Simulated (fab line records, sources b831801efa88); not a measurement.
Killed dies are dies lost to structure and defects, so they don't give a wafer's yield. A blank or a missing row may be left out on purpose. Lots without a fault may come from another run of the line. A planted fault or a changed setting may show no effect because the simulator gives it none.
fab line records | flow gf180mcu
record lots=5 wafers=15 last_day=34
route steps=602 shown V5@544 TOP_METAL@567
lots that met no fault: from a run of the same line without faults
start_h: hours from the record's first day to the start of the lot's first wafer shown | wait_h: hours since the lot's step before | " the same as in the row above | L1.1+2: a row that stands for several wafers | - no value, or no start given | * or withheld: withheld | < > ~ a bound
route shown NAME@n: a module of which the file shows steps, and the number in the route of the first | usual: mean/standard deviation of fault-free wafers | same: alike in all rows | chamber/n: place in a boat | sites: the reading at each site | _std_site: their standard deviation | _edge_site: outer sites' mean less inner sites' | radius_mm: how far each site lies from the wafer's centre | mask NAME#n: copy n | behind: the tool/chamber that last shaped the wafer | hold: why the lot was held/for how many hours/how that ended | device: the transistor (n, p or np) that didn't switch | end of line: the same wafers' tests at the end of the route | a step without rows: its recipe alone | killed: dies lost to structure and defects at the first sort, not the wafer's yield | map: a wafer's dies, x killed, . not, _ none there
set.NAME: the setting as run; set.NAME@STEP: as run at that earlier step | model.NAME: the simulator's own value behind a step, which no gauge read
lots at some steps of the route; a table a step, a row a wafer
services: from which hour (start_h, from the record's first day; less than 0 if before it) a tool's chamber was out of use, for how many hours, and why
## steps
# step GF_V5_CMP_04
# recipe material=SiO2 down_force_psi=4 platen_rpm=60 pad_velocity_m_s=0.94248
# usual motor_current_A=12.1/0.86 slurry_flow_ml_min=150.0/0.45
# columns lot.wafer tool chamber start_h wait_h motor_current_A slurry_flow_ml_min
L085.3 cmp-01 1 696.95 0.1 11.2 149.8
L085.2 " 2 " " 11.8 150.1
L085.6 " 0 " " 11.8 150.8
L086.2 cmp-02 3 700.96 0.0 12.1 149.7
L086.3 " 0 " " 13.4 150.6
L086.4 " 1 " " 12.5 149.4
L091.2 cmp-01 2 733.63 0.0 11.3 150.3
L091.3 " 0 " " 12.8 149.2
L091.6 " 2 " " 12.3 149.9
L093.2 cmp-01 0 740.93 0.1 12.5 149.6
L093.6 " 3 " " 13.6 149.4
L093.5 " 0 " " 12.0 150.1
L097.3 cmp-02 3 765.50 0.1 11.3 150.4
L097.1 " 0 " " 13.0 149.8
L097.6 " 3 " " 12.0 150.1
# step GF_V5_BOW_MEAS_05
# recipe mode=bow
# usual V5_BOW=134/11
# columns lot.wafer tool chamber start_h wait_h V5_BOW[um]
L085.2 film_metro-01 - 697.22 0.2 119
L085.3 " - " " 121
L085.6 " - " " 135
L086.2 film_metro-03 - 701.28 0.3 127
L086.3 " - " " 135
L086.4 " - " " 147
L091.2 film_metro-03 - 733.95 0.3 120
L091.3 " - " " 131
L091.6 " - " " 126
L093.2 film_metro-02 - 741.20 0.2 137
L093.5 " - " " 141
L093.6 " - " " 135
L097.1 film_metro-01 - 765.75 0.1 133
L097.3 " - " " 144
L097.6 " - " " 143
# step GF_V5_DEHYDRATE_06
# recipe temp_c=200 time_s=60
# usual resist_line_temp_C=22.98/0.12
# columns lot.wafer tool chamber start_h wait_h resist_line_temp_C
L085.2 litho_track-02 0 705.39 8.1 22.99
L085.3 " 0 " " 22.98
L085.6 " 0 " " 23.02
L086.2 litho_track-02 0 709.74 8.4 23.17
L086.3 " 0 " " 23.07
L086.4 " 0 " " 23.18
L091.2 litho_track-02 0 741.39 7.4 22.83
L091.3 " 0 " " 22.92
L091.6 " 0 " " 22.85
L093.2 litho_track-03 0 748.84 7.6 23.19
L093.5 " 0 " " 22.75
L093.6 " 0 " " 23.05
L097.1 litho_track-02 0 773.41 7.6 22.83
L097.3 " 0 " " 22.95
L097.6 " 0 " " 22.91
# step GF_V5_HMDS_07
# recipe prime_time_s=60 prime_temp_c=120
# usual resist_line_temp_C=23.01/0.11
# columns lot.wafer tool chamber start_h wait_h resist_line_temp_C
L085.2 litho_track-02 0 705.54 0.1 23.09
L085.3 " 0 " " 23.21
L085.6 " 0 " " 23.03
L086.2 litho_track-02 0 709.89 0.1 23.08
L086.3 " 0 " " 22.98
L086.4 " 0 " " 22.89
L091.2 litho_track-02 0 741.54 0.1 22.92
L091.3 " 0 " " 22.80
L091.6 " 0 " " 22.87
L093.2 litho_track-03 0 748.99 0.1 23.00
L093.5 " 0 " " 22.89
L093.6 " 0 " " 23.16
L097.1 litho_track-02 0 773.56 0.1 23.13
L097.3 " 0 " " 22.93
L097.6 " 0 " " 22.99
# step GF_V5_COAT_08
# recipe resist=BARC temp_c=withheld time_s=withheld spin_rpm=withheld resist_thk_nm=withheld
# usual resist_line_temp_C=*
# columns lot.wafer tool chamber start_h wait_h resist_line_temp_C
L085.2 litho_track-02 0 705.69 0.1 *
L085.3 " 0 " " *
L085.6 " 0 " " *
L086.2 litho_track-02 0 710.04 0.1 *
L086.3 " 0 " " *
L086.4 " 0 " " *
L091.2 litho_track-02 0 741.69 0.1 *
L091.3 " 0 " " *
L091.6 " 0 " " *
L093.2 litho_track-03 0 749.14 0.1 *
L093.5 " 0 " " *
L093.6 " 0 " " *
L097.1 litho_track-02 0 773.71 0.1 *
L097.3 " 0 " " *
L097.6 " 0 " " *
# step GF_V5_COAT_09
# recipe resist=KrF spin_rpm=withheld resist_thk_nm=1000
# usual resist_line_temp_C=23.00/0.1
# columns lot.wafer tool chamber start_h wait_h resist_line_temp_C
L085.2 litho_track-02 0 - - 22.91
L085.3 " 0 " " 22.88
L085.6 " 0 " " 22.89
L086.2 litho_track-02 0 - - 23.07
L086.3 " 0 " " 23.08
L086.4 " 0 " " 23.02
L091.2 litho_track-02 0 - - 23.05
L091.3 " 0 " " 22.96
L091.6 " 0 " " 23.00
L093.2 litho_track-03 0 - - 22.95
L093.5 " 0 " " 23.10
L093.6 " 0 " " 23.04
L097.1 litho_track-02 0 - - 22.96
L097.3 " 0 " " 22.94
L097.6 " 0 " " 22.78
# step GF_V5_SOFTBAKE_10
# recipe temp_c=130 time_s=60 resist=KrF
# usual resist_line_temp_C=23.00/0.099
# columns lot.wafer tool chamber start_h wait_h resist_line_temp_C
L085.2 litho_track-02 0 - - 22.85
L085.3 " 0 " " 22.81
L085.6 " 0 " " 22.87
L086.2 litho_track-02 0 - - 23.02
L086.3 " 0 " " 23.14
L086.4 " 0 " " 23.04
L091.2 litho_track-02 0 - - 23.10
L091.3 " 0 " " 22.90
L091.6 " 0 " " 22.90
L093.2 litho_track-03 0 - - 22.93
L093.5 " 0 " " 23.08
L093.6 " 0 " " 22.85
L097.1 litho_track-02 0 - - 22.98
L097.3 " 0 " " 22.98
L097.6 " 0 " " 22.96
# step GF_V5_EXPOSE_11
# recipe mask_id=Via5 target_cd_nm=260 na=0.68 source_shape=conventional sigma_outer=0.6 dose_mj=38
# columns lot.wafer tool chamber start_h wait_h mask
L085.2+3+6 krf_scanner-02 0 - - Via5#0
L086.2+3+4 krf_scanner-02 0 - - Via5#0
L091.2+3+6 krf_scanner-02 0 - - Via5#0
L093.2+5+6 krf_scanner-02 0 - - Via5#0
L097.1+3+6 krf_scanner-02 0 - - Via5#0
# step GF_V5_PEB_12
# recipe peb_temp_c=135 peb_time_s=90 resist=KrF
# usual resist_line_temp_C=23.01/0.1
# columns lot.wafer tool chamber start_h wait_h resist_line_temp_C
L085.2 litho_track-04 0 - - 22.84
L085.3 " 0 " " 22.80
L085.6 " 0 " " 22.87
L086.2 litho_track-03 0 - - 22.95
L086.3 " 0 " " 22.92
L086.4 " 0 " " 22.95
L091.2 litho_track-02 0 - - 23.02
L091.3 " 0 " " 23.10
L091.6 " 0 " " 23.14
L093.2 litho_track-02 0 - - 23.11
L093.5 " 0 " " 23.13
L093.6 " 0 " " 23.05
L097.1 litho_track-04 0 - - 23.02
L097.3 " 0 " " 22.93
L097.6 " 0 " " 22.98
# step GF_V5_DEVELOP_13
# recipe develop_time_s=60 resist=KrF dev_temp_c=21
# usual resist_line_temp_C=23.02/0.096
# same develop_time_s=60
# columns lot.wafer tool chamber start_h wait_h resist_line_temp_C
L085.2 litho_track-04 0 715.60 0.2 22.95
L085.3 " 0 " " 23.11
L085.6 " 0 " " 23.11
L086.2 litho_track-03 0 719.04 0.2 22.96
L086.3 " 0 " " 23.04
L086.4 " 0 " " 23.05
L091.2 litho_track-02 0 750.14 0.2 22.90
L091.3 " 0 " " 22.88
L091.6 " 0 " " 22.81
L093.2 litho_track-02 0 757.64 0.2 22.96
L093.5 " 0 " " 22.92
L093.6 " 0 " " 23.09
L097.1 litho_track-04 0 781.27 0.2 23.02
L097.3 " 0 " " 22.80
L097.6 " 0 " " 23.08
# step GF_V5_CD_MEAS_14
# recipe target_cd_nm=260
# usual cd_nm=260.2/1.4
# columns lot.wafer tool chamber start_h wait_h cd_nm
L085.2 cd_sem-02 - 715.74 0.1 259.1
L085.3 " - " " 260.2
L085.6 " - " " 259.0
L086.2 cd_sem-01 - 719.18 0.1 258.7
L086.3 " - " " 258.9
L086.4 " - " " 259.9
L091.2 cd_sem-02 - 750.28 0.1 261.6
L091.3 " - " " 261.4
L091.6 " - " " 261.9
L093.2 cd_sem-02 - 757.78 0.1 260.3
L093.5 " - " " 261.1
L093.6 " - " " 260.9
L097.1 cd_sem-02 - 781.42 0.1 258.0
L097.3 " - " " 259.0
L097.6 " - " " 258.2
# step GF_V5_OVL_MEAS_15
# usual V5_OVL=-1/4.2
# columns lot.wafer tool chamber start_h wait_h V5_OVL[nm]
L085.2 overlay-01 - 715.85 0.1 -5
L085.3 " - " " 5
L085.6 " - " " -2
L086.2 overlay-01 - 719.32 0.1 -2
L086.3 " - " " -2
L086.4 " - " " 1
L091.2 overlay-02 - 750.39 0.1 1
L091.3 " - " " -1
L091.6 " - " " -1
L093.2 overlay-02 - 757.89 0.1 -5
L093.5 " - " " -4
L093.6 " - " " 1
L097.1 overlay-01 - 781.54 0.1 -2
L097.3 " - " " -3
L097.6 " - " " -1
# step GF_V5_ETCH_16
# recipe chemistry=N2/H2 target_depth_a=withheld overetch_a=withheld time_s=withheld target=BARC ion_energy_ev=200 source_w=500 bias_w=100 pressure_mtorr=30 n2_flow_sccm=100 h2_flow_sccm=200
# usual drypump_motor_current_A=5.91/0.24 oes_product_au=0.855/0.005 throttle_valve_pct=13.224/0.0097
# columns lot.wafer tool chamber start_h wait_h drypump_motor_current_A oes_product_au throttle_valve_pct
L085.2 rie_diel-04 0 715.88 0.0 6.01 0.848 13.220
L085.3 " 1 " " 5.76 0.853 13.236
L085.6 " 1 " " 5.80 0.852 13.218
L086.2 rie_diel-01 1 719.35 0.0 5.83 0.842 13.220
L086.3 " 0 " " 5.85 0.860 13.220
L086.4 " 3 " " 6.20 0.857 13.211
L091.2 rie_diel-02 0 750.42 0.0 6.01 0.861 13.227
L091.3 " 3 " " 5.88 0.858 13.219
L091.6 " 2 " " 6.18 0.859 13.241
L093.2 rie_diel-01 0 757.92 0.0 5.82 0.854 13.237
L093.5 " 0 " " 5.84 0.855 13.222
L093.6 " 3 " " 6.19 0.860 13.220
L097.1 rie_diel-01 0 781.58 0.0 5.84 0.852 13.220
L097.3 " 2 " " 6.10 0.845 13.230
L097.6 " 2 " " 6.11 0.853 13.219
# step GF_V5_ETCH_17
# recipe chemistry=C4F8/O2/Ar mask_material=KrF target=SiO2 stop_on=TiN source_w=1500 bias_w=1200 pressure_mtorr=40 c4f8_flow_sccm=withheld O2_flow_sccm=6 Ar_flow_sccm=300 time_s=withheld target_depth_a=8550
# usual oes_product_au=0.860/0.0042
# columns lot.wafer tool chamber start_h wait_h oes_product_au
L085.2 rie_diel-04 0 - - 0.859
L085.3 " 1 " " 0.847
L085.6 " 1 " " 0.860
L086.2 rie_diel-01 1 - - 0.866
L086.3 " 0 " " 0.857
L086.4 " 3 " " 0.856
L091.2 rie_diel-02 0 - - 0.864
L091.3 " 3 " " 0.857
L091.6 " 2 " " 0.858
L093.2 rie_diel-01 0 - - 0.850
L093.5 " 0 " " 0.861
L093.6 " 3 " " 0.861
L097.1 rie_diel-01 0 - - 0.859
L097.3 " 2 " " 0.862
L097.6 " 2 " " 0.862
# step GF_V5_STRIP_18
# recipe chemistry=O2/N2 power_w=1400 pressure_mtorr=1500 platen_temp_c=250 o2_flow_sccm=3000 n2_flow_sccm=300 overash_fraction=0.5
# usual drypump_motor_current_A=5.9/0.45 heater_power_w=353/38 oes_product_au=0.568/0.0053
# columns lot.wafer tool chamber start_h wait_h drypump_motor_current_A heater_power_w oes_product_au rf_hours_counter_h
L085.2 plasma_asher-04 0 716.03 - 6.0 372 0.559 116
L085.3 " 0 " " 6.0 367 0.570 -
L085.6 " 1 " " 5.3 291 0.572 -
L086.2 plasma_asher-02 0 719.51 - 5.6 316 0.559 31
L086.3 " 1 " " 5.5 407 0.562 -
L086.4 " 0 " " 5.7 322 0.567 -
L091.2 plasma_asher-03 1 750.57 - 6.7 370 0.572 97
L091.3 " 0 " " 6.3 351 0.567 -
L091.6 " 1 " " 6.7 366 0.565 -
L093.2 plasma_asher-02 1 758.07 - 5.5 404 0.562 35
L093.5 " 0 " " 5.7 314 0.572 -
L093.6 " 1 " " 5.6 396 0.571 -
L097.1 plasma_asher-02 0 781.73 - 5.6 304 0.568 38
L097.3 " 1 " " 5.6 406 0.568 -
L097.6 " 0 " " 5.6 315 0.566 -
# step GF_V5_STRIP_19
# recipe chemistry=post_etch_residue_remover time_s=1200 temp_c=72.5
# columns lot.wafer tool chamber start_h wait_h
L085.2+3+6 wet_bench-03 1 716.13 0.1
L086.2+3+4 wet_bench-03 3 719.61 0.1
L091.2+3+6 wet_bench-04 1 750.67 0.1
L093.2+5+6 wet_bench-02 1 758.17 0.1
L097.1+3+6 wet_bench-04 3 781.83 0.1
# step GF_V5_CLEAN_20
# recipe chemistry=DIW dry=n2_spin
# columns lot.wafer tool chamber start_h wait_h
L085.2+3+6 wet_bench-03 1 716.50 0.0
L086.2+3+4 wet_bench-03 3 719.98 0.0
L091.2+3+6 wet_bench-03 3 751.01 0.0
L093.2+5+6 wet_bench-04 1 758.51 0.0
L097.1+3+6 wet_bench-03 0 782.20 0.0
# step GF_V5_SPUTTER_21
# recipe material=Ti target_thk_nm=15 chamber_pressure_pa=5 power_w=2500 substrate_temp_c=200 time_s=80.02
# usual throttle_valve_pct=30.6/1.1
# columns lot.wafer tool chamber start_h wait_h throttle_valve_pct
L085.2 pvd_sputter-03 - 716.60 0.0 29.6
L085.3 " - " " 32.2
L085.6 " - " " 29.7
L086.2 pvd_sputter-01 - 720.08 0.0 28.9
L086.3 " - " " 30.4
L086.4 " - " " 30.9
L091.2 pvd_sputter-01 - 751.11 0.0 30.3
L091.3 " - " " 28.6
L091.6 " - " " 30.3
L093.2 pvd_sputter-04 - 758.60 0.0 30.9
L093.5 " - " " 29.7
L093.6 " - " " 29.4
L097.1 pvd_sputter-03 - 782.30 0.0 29.5
L097.3 " - " " 30.8
L097.6 " - " " 32.3
# step GF_V5_SPUTTER_22
# recipe material=TiN target_thk_nm=10 chamber_pressure_pa=5 power_w=4000 time_s=40
# usual throttle_valve_pct=30.6/1.1
# columns lot.wafer tool chamber start_h wait_h throttle_valve_pct
L085.2 pvd_sputter-03 - 716.67 0.0 29.9
L085.3 " - " " 32.0
L085.6 " - " " 29.4
L086.2 pvd_sputter-01 - 720.14 0.0 28.7
L086.3 " - " " 30.4
L086.4 " - " " 31.4
L091.2 pvd_sputter-01 - 751.17 0.0 30.2
L091.3 " - " " 28.5
L091.6 " - " " 30.4
L093.2 pvd_sputter-04 - 758.66 0.0 31.2
L093.5 " - " " 29.8
L093.6 " - " " 29.8
L097.1 pvd_sputter-03 - 782.36 0.0 29.8
L097.3 " - " " 31.1
L097.6 " - " " 31.8
# step GF_V5_CVD_23
# recipe material=W target_thk_nm=350 time_s=104.9 temp_c=400 pressure_torr=40
# usual heater_power_w=927/63 susceptor_temp_C=400.00/0.26
# columns lot.wafer tool chamber start_h wait_h heater_power_w since_wet_clean_h susceptor_temp_C
L085.2 cvd_w-01 0 716.70 0.0 982 813 400.38
L085.3 " 0 " " 954 - 400.32
L085.6 " 1 " " 814 - 400.19
L086.2 cvd_w-01 0 720.18 0.0 959 816 400.67
L086.3 " 1 " " 826 - 399.65
L086.4 " 0 " " 990 - 400.42
L091.2 cvd_w-01 1 751.21 0.0 834 847 399.66
L091.3 " 0 " " 970 - 400.00
L091.6 " 1 " " 832 - 399.69
L093.2 cvd_w-02 1 758.70 0.0 920 355 399.98
L093.5 " 0 " " 985 - 399.96
L093.6 " 1 " " 917 - 399.90
L097.1 cvd_w-01 0 782.40 0.0 954 878 400.12
L097.3 " 0 " " 950 - 399.79
L097.6 " 1 " " 822 - 400.02
# step GF_V5_RS_MEAS_24
# recipe thk_meas_gauge=four-point-probe reads=W_of_V5_CVD_23+TiN_of_V5_SPUTTER_22+Ti_of_V5_SPUTTER_21
# usual V5_W_RS=0.328/0.0036
# columns lot.wafer tool chamber start_h wait_h V5_W_RS[ohm/sq]
L085.2 film_metro-03 - 716.84 0.1 0.328
L085.3 " - " " 0.328
L085.6 " - " " 0.329
L086.2 film_metro-01 - 720.31 0.1 0.326
L086.3 " - " " 0.327
L086.4 " - " " 0.328
L091.2 film_metro-02 - 751.34 0.1 0.325
L091.3 " - " " 0.325
L091.6 " - " " 0.323
L093.2 film_metro-03 - 758.84 0.1 0.326
L093.5 " - " " 0.323
L093.6 " - " " 0.330
L097.1 film_metro-02 - 782.51 0.1 0.327
L097.3 " - " " 0.331
L097.6 " - " " 0.326
# step GF_V5_THK_MEAS_25
# recipe thk_meas_gauge=xrf reads=W_of_V5_CVD_23
# usual V5_W_THK=346/5
# columns lot.wafer tool chamber start_h wait_h V5_W_THK[nm]
L085.2 film_metro-03 - 716.95 0.1 350
L085.3 " - " " 349
L085.6 " - " " 347
L086.2 film_metro-01 - 720.42 0.1 348
L086.3 " - " " 345
L086.4 " - " " 346
L091.2 film_metro-02 - 751.45 0.1 352
L091.3 " - " " 355
L091.6 " - " " 356
L093.2 film_metro-03 - 758.95 0.1 346
L093.5 " - " " 349
L093.6 " - " " 344
L097.1 film_metro-02 - 782.63 0.1 355
L097.3 " - " " 351
L097.6 " - " " 352
# step GF_V5_CMP_26
# recipe stop_on=SiO2 down_force_psi=3.5 platen_rpm=60 t_overpolish_s=15 target_thk_nm=0 pad_velocity_m_s=0.94248
# usual motor_current_A=11.2/0.75 overpolish_run_s=14.999/0.0093 slurry_flow_ml_min=149.9/0.44 time_to_endpoint_s=86/3.3
# columns lot.wafer tool chamber start_h wait_h motor_current_A overpolish_run_s slurry_flow_ml_min time_to_endpoint_s
L085.2 cmp-02 1 717.30 0.3 11.9 14.998 149.5 84
L085.3 " 0 " " 12.5 14.997 150.4 90
L085.6 " 2 " " 10.2 15.012 149.4 91
L086.2 cmp-02 3 720.47 0.0 11.3 14.999 149.7 90
L086.3 " 0 " " 11.8 15.002 150.4 88
L086.4 " 2 " " 10.4 15.002 149.9 88
L091.2 cmp-02 2 751.50 0.0 10.2 15.003 149.8 88
L091.3 " 3 " " 10.5 15.010 150.0 83
L091.6 " 2 " " 10.3 14.996 149.8 86
L093.2 cmp-02 0 759.13 0.2 12.2 15.002 150.8 84
L093.5 " 3 " " 11.1 14.997 150.2 85
L093.6 " 0 " " 12.2 14.993 149.3 86
L097.1 cmp-02 1 782.74 0.1 11.6 14.990 150.1 85
L097.3 " 3 " " 11.0 14.992 150.8 84
L097.6 " 0 " " 12.4 15.007 150.3 86
# step GF_TOP_METAL_SPUTTER_00
# recipe material=Ti target_thk_nm=37.5 arriving_ion_energy_ev=80 substrate_temp_c=200 chamber_pressure_pa=2 power_w=4000 time_s=150
# usual throttle_valve_pct=30.5/1.1
# columns lot.wafer tool chamber start_h wait_h throttle_valve_pct
L085.2 pvd_sputter-04 - 717.60 0.2 29.5
L085.3 " - " " 29.6
L085.6 " - " " 31.2
L086.2 pvd_sputter-03 - 720.77 0.2 32.3
L086.3 " - " " 30.9
L086.4 " - " " 32.2
L091.2 pvd_sputter-03 - 751.80 0.2 30.9
L091.3 " - " " 29.6
L091.6 " - " " 31.7
L093.2 pvd_sputter-04 - 759.38 0.2 31.4
L093.5 " - " " 29.5
L093.6 " - " " 31.3
L097.1 pvd_sputter-04 - 782.99 0.2 30.8
L097.3 " - " " 29.4
L097.6 " - " " 30.8
# step GF_TOP_METAL_SPUTTER_01
# recipe material=TiN target_thk_nm=30 power_w=6500 time_s=25 chamber_pressure_pa=0.4
# usual throttle_valve_pct=30.5/1.1
# columns lot.wafer tool chamber start_h wait_h throttle_valve_pct
L085.2 pvd_sputter-04 - 717.70 0.1 29.7
L085.3 " - " " 29.7
L085.6 " - " " 31.0
L086.2 pvd_sputter-03 - 720.87 0.1 32.0
L086.3 " - " " 31.2
L086.4 " - " " 32.0
L091.2 pvd_sputter-03 - 751.90 0.1 30.7
L091.3 " - " " 29.8
L091.6 " - " " 32.0
L093.2 pvd_sputter-04 - 759.48 0.1 31.2
L093.5 " - " " 29.5
L093.6 " - " " 31.0
L097.1 pvd_sputter-04 - 783.09 0.1 31.0
L097.3 " - " " 29.6
L097.6 " - " " 31.0
# step GF_TOP_METAL_SPUTTER_02
# recipe material=AlCu target_thk_nm=900 power_w=10600 chamber_pressure_pa=0.3 substrate_temp_c=250 gas=Ar time_s=47.82
# usual throttle_valve_pct=30.5/1.1
# columns lot.wafer tool chamber start_h wait_h throttle_valve_pct
L085.2 pvd_sputter-04 - 717.74 0.0 29.6
L085.3 " - " " 29.8
L085.6 " - " " 31.0
L086.2 pvd_sputter-03 - 720.90 0.0 32.1
L086.3 " - " " 30.9
L086.4 " - " " 32.2
L091.2 pvd_sputter-03 - 751.94 0.0 31.2
L091.3 " - " " 29.8
L091.6 " - " " 32.0
L093.2 pvd_sputter-04 - 759.51 0.0 31.0
L093.5 " - " " 29.5
L093.6 " - " " 31.1
L097.1 pvd_sputter-04 - 783.12 0.0 31.1
L097.3 " - " " 29.3
L097.6 " - " " 30.9
# step GF_TOP_METAL_SPUTTER_03
# recipe material=Ti target_thk_nm=5 substrate_temp_c=300 chamber_pressure_pa=0.3 power_w=3000 time_s=3.3
# usual throttle_valve_pct=30.5/1.1
# columns lot.wafer tool chamber start_h wait_h throttle_valve_pct
L085.2 pvd_sputter-04 - 717.78 0.0 29.7
L085.3 " - " " 30.0
L085.6 " - " " 31.0
L086.2 pvd_sputter-03 - 720.95 0.0 32.1
L086.3 " - " " 31.1
L086.4 " - " " 31.8
L091.2 pvd_sputter-03 - 751.98 0.0 30.8
L091.3 " - " " 29.5
L091.6 " - " " 32.2
L093.2 pvd_sputter-04 - 759.55 0.0 31.0
L093.5 " - " " 29.8
L093.6 " - " " 31.0
L097.1 pvd_sputter-04 - 783.16 0.0 31.0
L097.3 " - " " 29.4
L097.6 " - " " 30.9
# step GF_TOP_METAL_SPUTTER_04
# recipe material=TiN target_thk_nm=25 power_w=6500 time_s=20.8 chamber_pressure_pa=0.4
# usual throttle_valve_pct=30.5/1.1
# columns lot.wafer tool chamber start_h wait_h throttle_valve_pct
L085.2 pvd_sputter-04 - 717.80 0.0 29.9
L085.3 " - " " 29.6
L085.6 " - " " 31.1
L086.2 pvd_sputter-03 - 720.96 0.0 32.3
L086.3 " - " " 31.2
L086.4 " - " " 31.9
L091.2 pvd_sputter-03 - 752.00 0.0 31.3
L091.3 " - " " 29.8
L091.6 " - " " 31.9
L093.2 pvd_sputter-04 - 759.57 0.0 30.9
L093.5 " - " " 29.7
L093.6 " - " " 31.2
L097.1 pvd_sputter-04 - 783.18 0.0 31.1
L097.3 " - " " 29.5
L097.6 " - " " 30.8
# step GF_TOP_METAL_RS_MEAS_05
# recipe thk_meas_gauge=four-point-probe reads=TiN_of_TOP_METAL_SPUTTER_04+Ti_of_TOP_METAL_SPUTTER_03+AlCu_of_TOP_METAL_SPUTTER_02+TiN_of_TOP_METAL_SPUTTER_01+Ti_of_TOP_METAL_SPUTTER_00
# usual TOP_METAL_ALCU_RS=0.0329/0.0004
# columns lot.wafer tool chamber start_h wait_h TOP_METAL_ALCU_RS[ohm/sq]
L085.2 film_metro-01 - 717.85 0.0 0.0332
L085.3 " - " " 0.0328
L085.6 " - " " 0.0326
L086.2 film_metro-01 - 721.01 0.0 0.0325
L086.3 " - " " 0.0326
L086.4 " - " " 0.0330
L091.2 film_metro-02 - 752.05 0.0 0.0326
L091.3 " - " " 0.0325
L091.6 " - " " 0.0333
L093.2 film_metro-01 - 759.62 0.0 0.0325
L093.5 " - " " 0.0329
L093.6 " - " " 0.0327
L097.1 film_metro-02 - 783.21 0.0 0.0330
L097.3 " - " " 0.0334
L097.6 " - " " 0.0333
# step GF_TOP_METAL_THK_MEAS_06
# recipe thk_meas_gauge=xrf reads=AlCu_of_TOP_METAL_SPUTTER_02
# usual TOP_METAL_ALCU_THK=901/12
# columns lot.wafer tool chamber start_h wait_h TOP_METAL_ALCU_THK[nm]
L085.2 film_metro-01 - 717.96 0.1 887
L085.3 " - " " 899
L085.6 " - " " 903
L086.2 film_metro-01 - 721.12 0.1 908
L086.3 " - " " 907
L086.4 " - " " 894
L091.2 film_metro-02 - 752.16 0.1 916
L091.3 " - " " 916
L091.6 " - " " 891
L093.2 film_metro-01 - 759.73 0.1 903
L093.5 " - " " 895
L093.6 " - " " 897
L097.1 film_metro-02 - 783.33 0.1 907
L097.3 " - " " 898
L097.6 " - " " 897
# step GF_TOP_METAL_DEHYDRATE_07
# recipe temp_c=200 time_s=60
# usual resist_line_temp_C=23.00/0.11
# columns lot.wafer tool chamber start_h wait_h resist_line_temp_C
L085.2 litho_track-04 0 725.45 7.5 23.00
L085.3 " 0 " " 23.03
L085.6 " 0 " " 22.94
L086.2 litho_track-04 0 729.15 8.0 23.18
L086.3 " 0 " " 23.17
L086.4 " 0 " " 23.15
L091.2 litho_track-03 0 759.84 7.7 23.01
L091.3 " 0 " " 23.17
L091.6 " 0 " " 23.03
L093.2 litho_track-03 0 766.94 7.2 23.03
L093.5 " 0 " " 23.04
L093.6 " 0 " " 23.04
L097.1 litho_track-01 0 790.88 7.5 22.94
L097.3 " 0 " " 22.97
L097.6 " 0 " " 22.99
# step GF_TOP_METAL_HMDS_08
# recipe prime_time_s=60 prime_temp_c=120
# usual resist_line_temp_C=23.00/0.11
# columns lot.wafer tool chamber start_h wait_h resist_line_temp_C
L085.2 litho_track-04 0 725.60 0.1 22.84
L085.3 " 0 " " 22.88
L085.6 " 0 " " 22.92
L086.2 litho_track-04 0 729.30 0.1 22.94
L086.3 " 0 " " 22.97
L086.4 " 0 " " 22.80
L091.2 litho_track-03 0 759.99 0.1 23.07
L091.3 " 0 " " 22.99
L091.6 " 0 " " 23.03
L093.2 litho_track-03 0 767.09 0.1 22.91
L093.5 " 0 " " 22.91
L093.6 " 0 " " 22.88
L097.1 litho_track-01 0 791.03 0.1 23.06
L097.3 " 0 " " 23.13
L097.6 " 0 " " 23.13
# step GF_TOP_METAL_COAT_09
# recipe resist=NOVOLAK spin_rpm=3000 resist_thk_nm=1500
# usual resist_line_temp_C=23.00/0.11
# columns lot.wafer tool chamber start_h wait_h resist_line_temp_C
L085.2 litho_track-04 0 725.75 0.1 22.92
L085.3 " 0 " " 22.96
L085.6 " 0 " " 22.88
L086.2 litho_track-04 0 729.45 0.1 22.96
L086.3 " 0 " " 22.99
L086.4 " 0 " " 22.98
L091.2 litho_track-03 0 760.14 0.1 23.05
L091.3 " 0 " " 23.15
L091.6 " 0 " " 22.94
L093.2 litho_track-03 0 767.24 0.1 23.07
L093.5 " 0 " " 22.92
L093.6 " 0 " " 22.95
L097.1 litho_track-01 0 791.18 0.1 23.03
L097.3 " 0 " " 23.00
L097.6 " 0 " " 23.08
# step GF_TOP_METAL_SOFTBAKE_10
# recipe temp_c=90 time_s=60 resist=NOVOLAK
# usual resist_line_temp_C=22.98/0.12
# columns lot.wafer tool chamber start_h wait_h resist_line_temp_C
L085.2 litho_track-04 0 725.90 0.1 23.00
L085.3 " 0 " " 23.02
L085.6 " 0 " " 22.91
L086.2 litho_track-04 0 729.60 0.1 22.95
L086.3 " 0 " " 22.93
L086.4 " 0 " " 22.86
L091.2 litho_track-03 0 760.29 0.1 22.91
L091.3 " 0 " " 22.88
L091.6 " 0 " " 22.94
L093.2 litho_track-03 0 767.39 0.1 22.86
L093.5 " 0 " " 22.84
L093.6 " 0 " " 23.03
L097.1 litho_track-01 0 791.33 0.1 23.07
L097.3 " 0 " " 23.02
L097.6 " 0 " " 22.90
# step GF_TOP_METAL_EXPOSE_11
# recipe mask_id=MetalTop target_cd_nm=440 na=0.6 source_shape=conventional sigma_outer=0.6 dose_mj=170
# columns lot.wafer tool chamber start_h wait_h mask
L085.2+3+6 iline_stepper-01 0 - - MetalTop#0
L086.2+3+4 iline_stepper-01 0 - - MetalTop#0
L091.2+3+6 iline_stepper-02 0 - - MetalTop#0
L093.2+5+6 iline_stepper-02 0 - - MetalTop#0
L097.1+3+6 iline_stepper-01 0 - - MetalTop#0
## services
# columns tool chamber start_h hours kind
pvd_sputter-04 1 678.49 - consumable_replace:kit
pvd_sputter-04 1 678.49 18.0 scheduled_down
krf_scanner-02 - 686.49 1.0 pm
plasma_asher-03 - 688.28 2.8 pm
iline_stepper-01 - 691.82 2.1 pm
krf_scanner-02 - 691.97 1.3 pm
pvd_sputter-03 - 700.43 6.0 repair
rie_diel-04 - 700.69 0.2 repair
plasma_asher-04 - 702.35 2.8 pm
rie_diel-01 - 703.87 2.8 pm
cvd_w-02 0 709.56 8.1 repair
cmp-01 - 713.82 4.3 repair
cvd_w-02 1 719.54 8.5 repair
plasma_asher-04 - 733.75 9.0 pm
rie_diel-02 - 737.46 1.4 repair
pvd_sputter-03 - 738.33 6.6 repair
cmp-02 - 744.00 4.0 pm
pvd_sputter-03 - 752.44 1.5 repair
cmp-01 - 757.68 3.2 pm
iline_stepper-01 - 760.33 1.7 pm
cmp-01 - 763.02 2.0 repair
rie_diel-04 - 769.95 14.6 pm
pvd_sputter-04 - 778.99 3.9 repair
krf_scanner-02 - 780.92 0.8 pm
## key
fault none
